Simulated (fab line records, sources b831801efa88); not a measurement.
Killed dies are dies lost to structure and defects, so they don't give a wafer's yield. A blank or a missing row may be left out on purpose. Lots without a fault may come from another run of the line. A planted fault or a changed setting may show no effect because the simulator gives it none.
A struck lot beside a sound one | flow sky130 | 33 steps out of a route of 708
Sound: wafers L126.1, L126.2, L126.4. Struck: wafers L118.1, L118.2, L118.3. The cause comes at the end.
At each step with rows: each side's tool, then ch and its chambers, then its first start. Under that, the readings that differ: sound wafers | struck wafers | difference of the means | sigmas: that difference in standard deviations of wafers without a fault.
alike: readings whose means differ by less than 2 such deviations, and words and numbers that are the same on both sides. not compared: withheld readings, readings that some wafer has no value for, bounds like >300 that may hide the same value, and numbers for which the record gives no deviation and whose values overlap.
The two part at a step that has a row with sigmas, a row that says differs or no value, or rows on one side only. Numbers that don't overlap but have no deviation are shown without sigmas and don't part them. A reading that every wafer of one side lacks parts them only if that side has two wafers or more.

first, 7 steps without rows for these wafers: SKY_SONOS_TUNNEL_DEVELOP_06 (develop time 60 s); SKY_SONOS_TUNNEL_IMPLANT_09; SKY_SONOS_TUNNEL_WET_ETCH_10 (etches SiO2 in dHF, target depth 14 nm, time 280 s); SKY_SONOS_TUNNEL_STRIP_11 (strips in SPM, time 600 s); SKY_SONOS_TUNNEL_CLEAN_13 (cleans in dHF, time 20 s); SKY_SONOS_ONO_OXIDATION_00 (stabilise 600 s, purge 300 s, target thk 2.6 nm); SKY_SONOS_ONO_CVD_02 (deposits Si3N4 from DCS/NH3, target thk 10.5 nm, time 180 s).
SKY_SONOS_ONO_CVD_04: deposits SiO2 from SiH4/N2O, target thk 5.7199 nm.
  sound on lpcvd-03 ch 1, day 16 17:43; struck on lpcvd-03 ch 0, day 13 15:25
  reading                                    | sound             | struck            | difference | sigmas
  spike_tc_centre_C (C)                      | 901.8 899.9 899.6 | 916.4 915.5 917.1 | +15.9      | +11
  zone_power_centre_pct (%)                  | 15.5 15.1 15.5    | 25.5 25.0 24.8    | +9.7       | +6
  zone_power_upper_pct (%)                   | 18.5 18.3 18.2    | 13.0 12.9 12.8    | -5.4       | -5
  model.SiO2_of_SONOS_ONO_CVD_04.thk_nm (nm) | 5.488 5.484 5.6   | 6.305 6.159 5.993 | +0.628     |
then, 23 steps without rows for these wafers: SKY_SONOS_ONO_DEHYDRATE_06 (time 60 s); SKY_SONOS_ONO_HMDS_07 (prime time 60 s); SKY_SONOS_ONO_COAT_08 (resist thk 1140 nm); SKY_SONOS_ONO_SOFTBAKE_09 (time 60 s); SKY_SONOS_ONO_EXPOSE_10 (exposes mask ONOM, target cd 410 nm); SKY_SONOS_ONO_PEB_11; SKY_SONOS_ONO_DEVELOP_12 (develop time 60 s); SKY_SONOS_ONO_ETCH_15 (etches the open film in CHF3/O2, target depth 19.52 nm, time 7.8 s); SKY_SONOS_ONO_WET_ETCH_16 (etches SiO2 in dHF, target depth 14 nm, time 280 s); SKY_SONOS_ONO_STRIP_17 (strips in O2/N2); SKY_SONOS_ONO_WET_ETCH_18 (etches Si3N4 in H3PO4, target depth 15 nm, time 172 s); SKY_GATE_OXIDE_CLEAN_00 (cleans in SC1/SC2, time 150 s); SKY_GATE_OXIDE_OXIDATION_01 (stabilise 600 s, purge 300 s, target thk 10.268 nm); SKY_GATE_OXIDE_DEHYDRATE_03 (time 60 s); SKY_GATE_OXIDE_HMDS_04 (prime time 60 s); SKY_GATE_OXIDE_COAT_05 (resist thk 1140 nm); SKY_GATE_OXIDE_SOFTBAKE_06 (time 60 s); SKY_GATE_OXIDE_EXPOSE_07 (exposes mask LVOM, target cd 600 nm); SKY_GATE_OXIDE_PEB_08; SKY_GATE_OXIDE_DEVELOP_09 (develop time 60 s); SKY_GATE_OXIDE_IMPLANT_11; SKY_GATE_OXIDE_WET_ETCH_12 (etches SiO2 in dHF, target depth 16.8 nm, time 336 s); SKY_GATE_OXIDE_STRIP_13 (strips in O2/N2).
-- the record jumps here: 3 days lie between the struck wafers' starts before and after --
SKY_GATE_OXIDE_CLEAN_15: cleans in SC1/SC2, time 150 s.
  sound on wet_bench-02 ch 3, day 19 10:26; struck on wet_bench-02 ch 0, day 16 04:20
  reading                                    | sound            | struck           | difference | sigmas
  model.SiO2_of_SONOS_ONO_CVD_04.thk_nm (nm) | 3.97 3.969 4.083 | 4.785 4.642 4.47 | +0.625     |
-- the record jumps here: 32 days lie between the struck wafers' starts before and after (it left off in module GATE_OXIDE and takes up again in module PAD_OPEN, whose first step shown is number 708 of the route) --
SKY_PAD_OPEN_PROBE_99:
  sound on prober-02, day 50 13:37; struck on prober-01, day 48 12:01
  reading                                 | sound                | struck               | difference | sigmas
  model.etest.sonos_erased.drive_ua_um    | 187.7 182.6 215.2    | 165.4 157.4 161.4    | -33.8      |
  model.etest.sonos_uncharged.r_on_ohm_um | 806.9 809.7 807.8    | 832.4 833.9 821.3    | +21.1      |
  model.etest.cap_ono.gate_log10_a_cm2    | -7.801 -7.679 -7.953 | -8.987 -8.851 -8.562 | -0.989     |
  model.etest.cap_ono.gate_bv_v (V)       | 16.44 16.5 16.3      | 17.59 17.54 17.05    | +0.98      |
  model.etest.cap_ono.tox_acc_nm (nm)     | 12.73 12.73 12.9     | 13.72 13.63 13.39    | +0.79      |
  model.etest.sonos_programmed.vt_v (V)   | 1.549 1.535 1.485    | 0.9946 1.086 1.213   | -0.4251    |
  model.etest.sonos_erased.vt_v (V)       | -2.292 -2.321 -2.297 | -1.872 -1.886 -2.007 | +0.382     |
  model.etest.sonos_baked.vt_v (V)        | 1.051 1.029 0.9772   | 0.6965 0.6997 0.8244 | -0.2789    |
  alike: killed_at_M0_to_M3, killed_at_M4_up, killed_at_contacts, killed_at_front_end, killed_at_other, killed_dies, killed_open, killed_short

WHERE THEY PART
Only at SKY_SONOS_ONO_CVD_04, within this record. Later steps at which nothing parts them and some readings are alike: SKY_PAD_OPEN_PROBE_99.

WHY: what the simulator had put in
Process parameter drift: lpcvd-03, from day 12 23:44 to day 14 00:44, at SKY_SONOS_ONO_CVD_04. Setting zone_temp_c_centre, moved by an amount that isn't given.
